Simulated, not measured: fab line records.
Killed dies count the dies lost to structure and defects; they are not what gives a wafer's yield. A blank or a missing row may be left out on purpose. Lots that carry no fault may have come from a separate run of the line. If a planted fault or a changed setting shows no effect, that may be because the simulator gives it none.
fab line records	flow sky130
[record] lots = 6	wafers = 18	last-day = 50
route steps=708 shown LOCAL_INTERCONNECT@394 CONTACT@406 PAD_OPEN@708
lots with no fault: from the same line, run without faults
start-h: start of the lot's first displayed wafer, in hours after the record's first day	wait-h: time in hours since the lot's previous step	" as in the row above	L1.1+2: one row covering several wafers at once	- no value, or no start given	* or withheld: withheld	< > ~ a bound
route shown NAME@n: a module of which the file shows steps, and the number in the route of the first	usual: mean/standard deviation taken from wafers without a fault	same: alike in all rows	chamber/n: place in a boat	sites: the reading at each site	_std_site: standard deviation of those values	_edge_site: inner sites' mean taken away from outer sites' mean	radius-mm: for every site, how far away it sits from the centre of the wafer	mask NAME#n: copy n	behind: the last tool/chamber to shape the wafer	hold: why the lot was held/for how many hours/how that ended	device: which transistor (n, p or np) failed to switch	end of line: the route-end tests of the same wafers	a step without rows: its recipe alone	killed: the dies lost at the first sort to structure and to defects; this is not the yield of the wafer	map: per-die view of a wafer (x killed, . not killed, _ where there is no die)
set.NAME: the setting that was run; set.NAME@STEP: the one run at that earlier step	model.NAME: the simulator's own value behind a step, which no gauge read
lots at some steps of the route; a table a step, a row a wafer
services: when a tool's chamber went out of use (start-h, in hours from the record's first day, below 0 if earlier), for how many hours, and the reason
[[steps]]
[step SKY_LOCAL_INTERCONNECT_SOFTBAKE_07]
[recipe] temp-c = 100	time-s = 90	resist = KrF-thick
[step SKY_LOCAL_INTERCONNECT_EXPOSE_08]
[recipe] mask-id = LI1M	na = 0.8	source-shape = annular	sigma-inner = 0.55	sigma-outer = 0.85	target-cd-nm = 170	dose-mj = 28
[step SKY_LOCAL_INTERCONNECT_PEB_09]
[recipe] peb-temp-c = withheld	peb-time-s = withheld	resist = KrF-thick
[step SKY_LOCAL_INTERCONNECT_DEVELOP_10]
[recipe] develop-time-s = 60	resist = KrF-thick	dev-temp-c = 21
[step SKY_LOCAL_INTERCONNECT_CD_MEAS_11]
[recipe] target-cd-nm = 170
[usual] cd-nm = 169.9/1.3
lot.wafer	tool	chamber	start-h	wait-h	cd-nm
L347.1	cd-sem-01	-	723.98	-	173.3
L347.2	"	-	"	"	170.6
L347.5	"	-	"	"	171.2
L346.3	cd-sem-01	-	728.52	-	169.9
L346.5	"	-	"	"	170.5
L346.6	"	-	"	"	168.3
L356.1	cd-sem-01	-	782.94	-	170.5
L356.4	"	-	"	"	168.7
L356.6	"	-	"	"	168.6
L357.2	cd-sem-02	-	792.41	-	170.8
L357.3	"	-	"	"	169.7
L357.4	"	-	"	"	169.9
L360.2	cd-sem-02	-	816.39	-	169.5
L360.3	"	-	"	"	168.5
L360.4	"	-	"	"	169.6
L368.1	cd-sem-02	-	879.24	-	169.6
L368.2	"	-	"	"	169.0
L368.4	"	-	"	"	168.6
[step SKY_LOCAL_INTERCONNECT_OVL_MEAS_12]
[usual] LOCAL_INTERCONNECT_OVL = 2/5.6
lot.wafer	tool	chamber	start-h	wait-h	LOCAL_INTERCONNECT_OVL[nm]
L347.1	overlay-02	-	724.10	0.1	-1
L347.2	"	-	"	"	6
L347.5	"	-	"	"	5
L346.3	overlay-02	-	728.61	0.1	6
L346.5	"	-	"	"	1
L346.6	"	-	"	"	-1
L356.1	overlay-01	-	783.06	0.1	2
L356.4	"	-	"	"	-2
L356.6	"	-	"	"	-1
L357.2	overlay-02	-	792.51	0.1	-1
L357.3	"	-	"	"	6
L357.4	"	-	"	"	3
L360.2	overlay-02	-	816.50	0.1	8
L360.3	"	-	"	"	6
L360.4	"	-	"	"	9
L368.1	overlay-01	-	879.36	0.1	6
L368.2	"	-	"	"	-4
L368.4	"	-	"	"	3
[step SKY_LOCAL_INTERCONNECT_ETCH_13]
[recipe] chemistry = N2/H2	target = BARC	ion-energy-ev = 200	bias-w = 100	pressure-mtorr = 30	n2-flow-sccm = 100	h2-flow-sccm = 200	icp-w = 500	stop-on = SiO2	time-s = 45.9	target-depth-a = 600
[step SKY_LOCAL_INTERCONNECT_METAL_ETCH_14]
[recipe] target-depth-nm = 110	stop-on = PSG	chemistry = Cl2/BCl3	target = TiN	resist-sidewall-deg = 88	pressure-mtorr = 10	icp-w = 900	bias-w = 48.5	Cl2_flow_sccm = 60	bcl3-flow-sccm = 30	time-s = 31.4
[usual] drypump-motor-current-A = 5.61/0.15	he-backside-leak-sccm = 3.3/0.34	oes-product-au = 0.939/0.007	throttle-valve-pct = 21.903/0.0089
lot.wafer	tool	chamber	start-h	wait-h	drypump-motor-current-A	he-backside-leak-sccm	oes-product-au	rf-hours-counter-h	throttle-valve-pct
L347.1	rie-metal-03	1	724.20	0.0	5.76	3.3	0.932	3	21.912
L347.2	"	0	"	"	5.66	3.2	0.938	5	21.908
L347.5	"	1	"	"	5.70	3.5	0.927	-	21.909
L346.3	rie-metal-01	1	728.72	0.0	5.79	2.9	0.946	-	21.886
L346.5	"	0	"	"	5.19	3.1	0.951	-	21.903
L346.6	"	1	"	"	5.77	3.0	0.932	-	21.906
L356.1	rie-metal-03	1	783.16	0.0	5.73	3.9	0.940	5	21.902
L356.4	"	1	"	"	5.71	3.7	0.936	-	21.923
L356.6	"	1	"	"	5.74	3.7	0.940	-	21.901
L357.2	rie-metal-01	0	792.61	0.0	5.20	3.0	0.938	8	21.905
L357.3	"	1	"	"	5.78	3.0	0.937	-	21.900
L357.4	"	0	"	"	5.19	3.0	0.942	-	21.906
L360.2	rie-metal-03	0	816.67	0.1	5.65	3.4	0.940	-	21.890
L360.3	"	0	"	"	5.65	3.5	0.939	-	21.911
L360.4	"	0	"	"	5.64	3.5	0.933	-	21.891
L368.1	rie-metal-04	0	879.46	0.0	5.62	3.3	0.939	13	21.906
L368.2	"	1	"	"	5.51	2.9	0.940	18	21.891
L368.4	"	1	"	"	5.50	2.9	0.933	-	21.898
[step SKY_LOCAL_INTERCONNECT_STRIP_15]
[recipe] chemistry = O2/N2	power-w = 1400	pressure-mtorr = 1500	platen-temp-c = withheld	o2-flow-sccm = 3000	n2-flow-sccm = 300	overash-fraction = 0.5
[usual] drypump-motor-current-A = 5.73/0.23	oes-product-au = 0.426/0.0046	strip-time-to-endpoint-s = 4.719/0.015
lot.wafer	tool	chamber	start-h	wait-h	drypump-motor-current-A	oes-product-au	rf-hours-counter-h	strip-time-to-endpoint-s
L347.1	plasma-asher-02	1	724.25	0.0	6.07	0.420	61	4.744
L347.2	"	0	"	"	5.27	0.425	61	4.722
L347.5	"	1	"	"	6.07	0.422	-	4.723
L346.3	plasma-asher-01	1	728.79	0.1	5.92	0.430	-	4.726
L346.5	"	0	"	"	5.70	0.417	-	4.698
L346.6	"	1	"	"	5.92	0.428	-	4.724
L356.1	plasma-asher-02	1	783.21	0.0	6.11	0.421	63	4.724
L356.4	"	1	"	"	6.08	0.423	-	4.713
L356.6	"	1	"	"	6.10	0.429	-	4.751
L357.2	plasma-asher-04	1	792.66	0.0	5.71	0.424	36	4.730
L357.3	"	0	"	"	5.69	0.434	-	4.724
L357.4	"	1	"	"	5.75	0.439	-	4.697
L360.2	plasma-asher-01	1	816.76	0.1	5.91	0.427	7	4.715
L360.3	"	0	"	"	5.70	0.421	-	4.719
L360.4	"	1	"	"	5.90	0.421	-	4.704
L368.1	plasma-asher-01	1	879.51	0.0	5.90	0.431	14	4.704
L368.2	"	0	"	"	5.70	0.427	14	4.692
L368.4	"	0	"	"	5.73	0.422	-	4.695
[step SKY_LOCAL_INTERCONNECT_STRIP_16]
[recipe] chemistry = post-etch-residue-remover	time-s = 1200	temp-c = 72.5
[step SKY_LOCAL_INTERCONNECT_CLEAN_17]
[recipe] chemistry = IPA	time-s = 180	temp-c = 25
[step SKY_LOCAL_INTERCONNECT_CLEAN_18]
[recipe] chemistry = O3/DIW	dry = n2-spin
[step SKY_CONTACT_CVD_00]
[recipe] material = Si3N4	target-thk-nm = 75	temp-c = 400	time-s = withheld	rf-w = 450
[usual] heater-power-w = 800/120
lot.wafer	tool	chamber	start-h	wait-h	heater-power-w	model.Si3N4_of_CONTACT_CVD_00.thk-nm
L347.1	pecvd-03	1	724.86	0.0	933	75.14
L347.2	"	2	"	"	879	75.68
L347.5	"	1	"	"	956	76.21
L346.3	pecvd-01	2	729.35	0.0	778	74.25
L346.5	"	2	"	"	787	74.01
L346.6	"	0	"	"	716	74.76
L356.1	pecvd-03	2	783.84	0.0	974	74.91
L356.4	"	0	"	"	566	81.01
L356.6	"	2	"	"	991	75.14
L357.2	pecvd-03	1	793.31	0.0	893	74.72
L357.3	"	0	"	"	660	80.13
L357.4	"	2	"	"	938	76.45
L360.2	pecvd-02	2	817.35	0.0	770	75.4
L360.3	"	1	"	"	900	75.15
L360.4	"	1	"	"	895	76.5
L368.1	pecvd-02	2	880.11	0.0	799	75.7
L368.2	"	1	"	"	952	76.03
L368.4	"	2	"	"	785	77.3
[step SKY_CONTACT_THK_MEAS_01]
[recipe] reads = Si3N4_of_CONTACT_CVD_00
[usual] CONTACT_CVD_00_THK = 75.0/0.96
lot.wafer	tool	chamber	start-h	wait-h	CONTACT_CVD_00_THK[nm]
L347.1	film-metro-02	-	724.89	-	75.1
L347.2	"	-	"	"	75.8
L347.5	"	-	"	"	76.2
L346.3	film-metro-04	-	729.40	-	74.2
L346.5	"	-	"	"	74.0
L346.6	"	-	"	"	74.8
L356.1	film-metro-04	-	783.87	-	75.0
L356.4	"	-	"	"	81.0
L356.6	"	-	"	"	75.1
L357.2	film-metro-02	-	793.36	-	74.7
L357.3	"	-	"	"	80.1
L357.4	"	-	"	"	76.4
L360.2	film-metro-02	-	817.39	-	75.4
L360.3	"	-	"	"	75.1
L360.4	"	-	"	"	76.5
L368.1	film-metro-02	-	880.16	-	75.7
L368.2	"	-	"	"	76.0
L368.4	"	-	"	"	77.2
[step SKY_CONTACT_HDPCVD_02]
[recipe] material = SiO2	target-thk-nm = 565	sigma-open-frac = 0.3	time-s = 94.2	temp-c = 600	sih4-flow-sccm = 60	pressure-mtorr = 6
[step SKY_CONTACT_THK_MEAS_03]
[recipe] reads = SiO2_of_CONTACT_HDPCVD_02
[usual] CONTACT_HDPCVD_THK = 564/5.5
lot.wafer	tool	chamber	start-h	wait-h	CONTACT_HDPCVD_THK[nm]
L347.1	film-metro-01	-	725.02	0.0	568
L347.2	"	-	"	"	573
L347.5	"	-	"	"	563
L346.3	film-metro-02	-	729.53	0.1	569
L346.5	"	-	"	"	564
L346.6	"	-	"	"	575
L356.1	film-metro-02	-	784.00	0.0	560
L356.4	"	-	"	"	565
L356.6	"	-	"	"	555
L357.2	film-metro-01	-	793.49	0.0	572
L357.3	"	-	"	"	574
L357.4	"	-	"	"	568
L360.2	film-metro-04	-	817.52	0.0	567
L360.3	"	-	"	"	564
L360.4	"	-	"	"	559
L368.1	film-metro-01	-	880.29	0.0	561
L368.2	"	-	"	"	562
L368.4	"	-	"	"	562
[step SKY_CONTACT_CMP_04]
[recipe] material = SiO2	down-force-psi = 4	platen-rpm = 60	pad-velocity-m-s = 0.94248
[step SKY_CONTACT_BOW_MEAS_05]
[recipe] mode = bow
[usual] CONTACT_BOW = 82/7.5
lot.wafer	tool	chamber	start-h	wait-h	CONTACT_BOW[um]
L347.1	film-metro-04	-	725.38	0.1	86
L347.2	"	-	"	"	80
L347.5	"	-	"	"	70
L346.3	film-metro-04	-	730.20	0.1	84
L346.5	"	-	"	"	77
L346.6	"	-	"	"	88
L356.1	film-metro-04	-	784.79	0.1	81
L356.4	"	-	"	"	72
L356.6	"	-	"	"	76
L357.2	film-metro-04	-	793.86	0.2	80
L357.3	"	-	"	"	93
L357.4	"	-	"	"	91
L360.2	film-metro-04	-	817.89	0.1	91
L360.3	"	-	"	"	97
L360.4	"	-	"	"	86
L368.1	film-metro-02	-	880.65	0.2	82
L368.2	"	-	"	"	68
L368.4	"	-	"	"	78
[step SKY_CONTACT_DEHYDRATE_06]
[recipe] temp-c = 200	time-s = 60
[step SKY_CONTACT_HMDS_07]
[recipe] prime-time-s = 60	prime-temp-c = 120
[step SKY_CONTACT_COAT_08]
[recipe] resist = BARC	temp-c = withheld	time-s = withheld	spin-rpm = 3000	resist-thk-nm = 60
[step SKY_CONTACT_COAT_09]
[recipe] resist = KrF-thick	spin-rpm = 3000	resist-thk-nm = 450
[step SKY_CONTACT_SOFTBAKE_10]
[recipe] temp-c = 100	time-s = 90	resist = KrF-thick
[step SKY_CONTACT_EXPOSE_11]
[recipe] mask-id = CTM1	na = 0.8	source-shape = annular	sigma-inner = 0.55	sigma-outer = 0.85	target-cd-nm = 170	dose-mj = 38
[step SKY_CONTACT_PEB_12]
[recipe] peb-temp-c = withheld	peb-time-s = withheld	resist = KrF-thick
[step SKY_CONTACT_DEVELOP_13]
[recipe] develop-time-s = 60	resist = KrF-thick	dev-temp-c = 21
[step SKY_CONTACT_CD_MEAS_14]
[recipe] target-cd-nm = 170
[usual] cd-nm = 170.0/1.3
lot.wafer	tool	chamber	start-h	wait-h	cd-nm
L347.1	cd-sem-02	-	752.73	-	166.6
L347.2	"	-	"	"	168.1
L347.5	"	-	"	"	167.5
L346.3	cd-sem-01	-	757.52	-	168.8
L346.5	"	-	"	"	170.0
L346.6	"	-	"	"	169.9
L356.1	cd-sem-01	-	811.48	-	168.3
L356.4	"	-	"	"	168.6
L356.6	"	-	"	"	170.2
L357.2	cd-sem-02	-	820.25	-	170.1
L357.3	"	-	"	"	172.1
L357.4	"	-	"	"	171.4
L360.2	cd-sem-02	-	844.50	-	172.2
L360.3	"	-	"	"	171.8
L360.4	"	-	"	"	173.3
L368.1	cd-sem-01	-	905.83	-	171.4
L368.2	"	-	"	"	169.8
L368.4	"	-	"	"	170.6
[step SKY_CONTACT_OVL_MEAS_15]
[usual] CONTACT_OVL = -1/5.5
lot.wafer	tool	chamber	start-h	wait-h	CONTACT_OVL[nm]
L347.1	overlay-02	-	752.85	0.1	-5
L347.2	"	-	"	"	4
L347.5	"	-	"	"	3
L346.3	overlay-02	-	757.62	0.1	-3
L346.5	"	-	"	"	-5
L346.6	"	-	"	"	-5
L356.1	overlay-01	-	811.60	0.1	-3
L356.4	"	-	"	"	-2
L356.6	"	-	"	"	-4
L357.2	overlay-02	-	820.36	0.1	5
L357.3	"	-	"	"	5
L357.4	"	-	"	"	11
L360.2	overlay-02	-	844.61	0.1	4
L360.3	"	-	"	"	1
L360.4	"	-	"	"	0
L368.1	overlay-02	-	905.95	0.1	-6
L368.2	"	-	"	"	-8
L368.4	"	-	"	"	-7
[step SKY_CONTACT_ETCH_16]
[recipe] chemistry = N2/H2	target = BARC	ion-energy-ev = 200	source-w = 500	bias-w = 100	pressure-mtorr = 30	n2-flow-sccm = 100	h2-flow-sccm = 200	stop-on = SiO2	time-s = 45.9	target-depth-a = 600
[usual] drypump-motor-current-A = 5.7/0.33	oes-product-au = 0.855/0.0047	throttle-valve-pct = 13.226/0.0097
lot.wafer	tool	chamber	start-h	wait-h	drypump-motor-current-A	oes-product-au	rf-hours-counter-h	throttle-valve-pct
L347.1	rie-diel-02	3	752.89	0.0	5.3	0.859	0	13.210
L347.2	"	1	"	"	5.7	0.853	15	13.234
L347.5	"	3	"	"	5.3	0.854	-	13.224
L346.3	rie-diel-02	0	757.64	0.0	5.5	0.860	25	13.227
L346.5	"	2	"	"	6.0	0.843	-	13.223
L346.6	"	3	"	"	5.3	0.850	-	13.223
L356.1	rie-diel-02	1	811.64	0.0	5.7	0.860	17	13.226
L356.4	"	0	"	"	5.5	0.854	27	13.231
L356.6	"	2	"	"	6.0	0.851	-	13.251
L357.2	rie-diel-02	0	820.39	0.0	5.5	0.859	27	13.223
L357.3	"	1	"	"	5.7	0.860	17	13.244
L357.4	"	3	"	"	5.3	0.848	-	13.219
L360.2	rie-diel-03	0	844.64	0.0	5.6	0.860	14	13.205
L360.3	"	1	"	"	5.9	0.856	23	13.224
L360.4	"	2	"	"	6.4	0.858	7	13.232
L368.1	rie-diel-01	0	905.99	0.0	5.5	0.852	13	13.219
L368.2	"	1	"	"	5.1	0.859	13	13.206
L368.4	"	1	"	"	5.1	0.852	-	13.229
[step SKY_CONTACT_ETCH_17]
[recipe] target = SiO2	chemistry = C4F8/O2/Ar	stop-on = Si3N4	mask-material = KrF-thick	source-w = 1500	bias-w = 1200	pressure-mtorr = 40	c4f8-flow-sccm = withheld	O2_flow_sccm = 6	Ar_flow_sccm = 300	time-s = withheld	target-depth-a = 3400
[usual] oes-product-au = 0.892/0.0044
lot.wafer	tool	chamber	start-h	wait-h	oes-product-au
L347.1	rie-diel-02	3	752.93	0.0	0.885
L347.2	"	1	"	"	0.894
L347.5	"	3	"	"	0.892
L346.3	rie-diel-02	0	757.68	0.0	0.885
L346.5	"	2	"	"	0.892
L346.6	"	3	"	"	0.895
L356.1	rie-diel-02	1	811.68	0.0	0.895
L356.4	"	0	"	"	0.894
L356.6	"	2	"	"	0.894
L357.2	rie-diel-02	0	820.43	0.0	0.887
L357.3	"	1	"	"	0.892
L357.4	"	3	"	"	0.883
L360.2	rie-diel-03	0	844.68	0.0	0.892
L360.3	"	1	"	"	0.885
L360.4	"	2	"	"	0.892
L368.1	rie-diel-01	0	906.03	0.0	0.894
L368.2	"	1	"	"	0.894
L368.4	"	1	"	"	0.893
[step SKY_CONTACT_ETCH_18]
[recipe] target = Si3N4	chemistry = CHF3/O2	stop-on = TiN	source-w = 600	bias-w = 200	pressure-mtorr = 40	chf3-flow-sccm = 50	O2_flow_sccm = 5	time-s = 39	target-depth-a = 750
[usual] O2_flow_sccm = 5.001/0.015	drypump-motor-current-A = 5.7/0.33	oes-product-au = 0.855/0.0082	throttle-valve-pct = 8.793/0.009
lot.wafer	tool	chamber	start-h	wait-h	O2_flow_sccm	drypump-motor-current-A	oes-product-au	rf-hours-counter-h	throttle-valve-pct	model.etch.depth-nm
L347.1	rie-diel-02	3	-	-	4.980	5.3	0.859	0	8.791	75.14
L347.2	"	1	"	"	4.998	5.7	0.855	15	8.782	75.68
L347.5	"	3	"	"	4.972	5.3	0.868	-	8.784	76.21
L346.3	rie-diel-02	0	-	-	5.016	5.5	0.843	25	8.778	74.25
L346.5	"	2	"	"	5.009	6.0	0.848	-	8.802	74.01
L346.6	"	3	"	"	5.025	5.2	0.854	-	8.801	74.76
L356.1	rie-diel-02	1	-	-	5.014	5.7	0.854	17	8.801	74.91
L356.4	"	0	"	"	5.001	5.5	0.897	27	8.790	81.01
L356.6	"	2	"	"	5.005	6.0	0.857	-	8.804	75.14
L357.2	rie-diel-02	0	-	-	4.993	5.5	0.857	27	8.793	74.72
L357.3	"	1	"	"	4.991	5.7	0.894	17	8.790	80.13
L357.4	"	3	"	"	5.024	5.3	0.871	-	8.810	76.45
L360.2	rie-diel-03	0	-	-	5.001	5.6	0.852	14	8.809	75.4
L360.3	"	1	"	"	5.007	5.9	0.856	23	8.779	75.15
L360.4	"	2	"	"	4.996	6.3	0.867	7	8.782	76.5
L368.1	rie-diel-01	0	-	-	4.993	5.5	0.854	13	8.783	75.7
L368.2	"	1	"	"	4.984	5.1	0.864	13	8.786	76.03
L368.4	"	1	"	"	5.022	5.1	0.862	-	8.806	77.3
[step SKY_CONTACT_STRIP_19]
[recipe] chemistry = O2/N2	power-w = 1400	pressure-mtorr = 1500	platen-temp-c = withheld	o2-flow-sccm = 3000	n2-flow-sccm = 300	overash-fraction = 0.5
[usual] drypump-motor-current-A = 5.7/0.4	oes-product-au = 0.381/0.0047	strip-time-to-endpoint-s = 3.618/0.022
lot.wafer	tool	chamber	start-h	wait-h	drypump-motor-current-A	oes-product-au	rf-hours-counter-h	strip-time-to-endpoint-s
L347.1	plasma-asher-04	1	753.02	-	5.7	0.382	32	3.654
L347.2	"	0	"	"	5.7	0.384	32	3.620
L347.5	"	1	"	"	5.7	0.377	-	3.661
L346.3	plasma-asher-02	1	757.81	-	6.1	0.375	-	3.611
L346.5	"	1	"	"	6.1	0.376	-	3.648
L346.6	"	0	"	"	5.2	0.375	-	3.608
L356.1	plasma-asher-04	1	811.77	-	5.8	0.378	38	3.630
L356.4	"	0	"	"	5.7	0.373	-	3.612
L356.6	"	0	"	"	5.7	0.387	-	3.649
L357.2	plasma-asher-03	0	820.52	-	6.2	0.375	104	3.621
L357.3	"	1	"	"	5.2	0.372	-	3.592
L357.4	"	0	"	"	6.2	0.379	-	3.598
L360.2	plasma-asher-02	1	844.77	-	6.1	0.381	69	3.645
L360.3	"	1	"	"	6.1	0.380	-	3.626
L360.4	"	0	"	"	5.3	0.388	-	3.634
L368.1	plasma-asher-02	1	906.12	-	6.1	0.386	76	3.587
L368.2	"	0	"	"	5.3	0.383	76	3.621
L368.4	"	1	"	"	6.1	0.377	-	3.630
[step SKY_PAD_OPEN_PROBE_99]
[usual] killed_at_M0_to_M3 = 44/7.2	killed_at_M4_up = 3.1/1.7	killed-at-contacts = 25/5.1	killed-at-front-end = 14/4.6	killed-at-other = 0.3/0.59	killed-dies = 86/9.6	killed-open = 47/7.4	killed-short = 39/6
[same] gross-dies = 492	killed-at-back-side = 0
lot.wafer	tool	chamber	start-h	wait-h	killed_at_M0_to_M3	killed_at_M4_up	killed-at-contacts	killed-at-front-end	killed-at-other	killed-dies	killed-open	killed-short
L356.1	prober-01	-	1131.31	0.1	53	2	29	16	1	101	59	42
L356.4	prober-01	-	1131.46	0.2	42	2	24	24	2	94	48	46
L356.6	prober-01	-	1131.56	0.2	46	2	22	25	0	95	60	35
// killed by level:class
L356.1 VIA1:geometric-particle:open=15 CONTACT:geometric-particle:open=11 VIA1:geometric-particle:short=11 VIA2:geometric-particle:open=9 POLY_GATE:geometric-particle:open=5 LI_CONTACT:geometric-particle:open=5 LOCAL_INTERCONNECT:geometric-particle:short=5 METAL1:geometric-particle:short=5
L356.4 VIA1:geometric-particle:open=9 FIELD_ISO:geometric-particle:open=8 FIELD_ISO:geometric-particle:short=8 LI_CONTACT:geometric-particle:open=7 METAL2:geometric-particle:short=7 LOCAL_INTERCONNECT:geometric-particle:short=6 CONTACT:geometric-particle:open=6 VIA3:geometric-particle:open=6
L356.6 VIA1:geometric-particle:open=19 LI_CONTACT:geometric-particle:open=8 CONTACT:geometric-particle:open=8 POLY_GATE:geometric-particle:open=7 FIELD_ISO:geometric-particle:short=6 FIELD_ISO:geometric-particle:open=5 METAL1:geometric-particle:short=5 POLY_GATE:geometric-particle:short=4
[[services]]
tool	chamber	start-h	hours	kind
plasma-asher-02	-	712.78	1.4	repair
rie-diel-02	2	719.87	12.0	repair
plasma-asher-02	-	726.41	29.4	pm
plasma-asher-01	-	733.75	9.0	pm
rie-diel-01	2	737.68	3.0	repair
plasma-asher-04	-	740.30	0.8	repair
pecvd-03	1	744.94	6.2	repair
rie-diel-01	-	747.33	0.3	repair
rie-diel-01	-	763.05	0.5	repair
pecvd-03	-	796.80	1.3	repair
pecvd-03	0	806.74	5.7	repair
rie-metal-03	1	807.25	12.8	repair
rie-diel-01	-	808.38	2.8	pm
rie-diel-01	0	812.68	1.4	repair
rie-diel-03	1	814.03	10.9	repair
rie-diel-03	2	815.28	19.9	repair
rie-diel-02	2	817.34	3.7	repair
pecvd-03	-	835.11	8.0	repair
rie-diel-02	1	842.27	3.7	repair
rie-diel-03	3	846.48	13.8	repair
rie-diel-02	2	848.65	2.1	repair
plasma-asher-04	-	860.75	1.0	repair
rie-diel-02	0	861.06	7.7	repair
rie-diel-02	-	874.58	0.8	repair
[[key]]
[first-sign] step = SKY_CONTACT_THK_MEAS_01	reading = CONTACT_CVD_00_THK	direction = up	sigmas = 5.7	usual = 75.0	struck = 80.6
[effect] step = SKY_CONTACT_ETCH_18	reading = oes-product-au	direction = up	sigmas = 5	usual = 0.855	struck = 0.896
[model-effect] step = SKY_CONTACT_CVD_00	value = Si3N4_of_CONTACT_CVD_00.thk-nm	without = 75.04	struck = 80.57
[model-effect] step = SKY_CONTACT_ETCH_18	value = etch.depth-nm	without = 75.04	struck = 80.57
met-at SKY_CONTACT_CVD_00
struck-wafers L356.4,L357.3
tester-left-out L356,L357
[fault] kind = process-parameter-drift	tool = pecvd-03	chamber = 0	onset-h = 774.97	steps = SKY_CONTACT_CVD_00	channel = target-thk-nm	offset = 5.5332	shape = step	end-h = 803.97	acts-in = these-recipes-only	stated = 75
// tester-left-out: of these lots the tester's yield and bins aren't shown, on N5 and GAA mostly nor the transistor test; their killed dies are dies lost to structure and defects alone, not to doping, threshold or leakage, so they don't give the yield
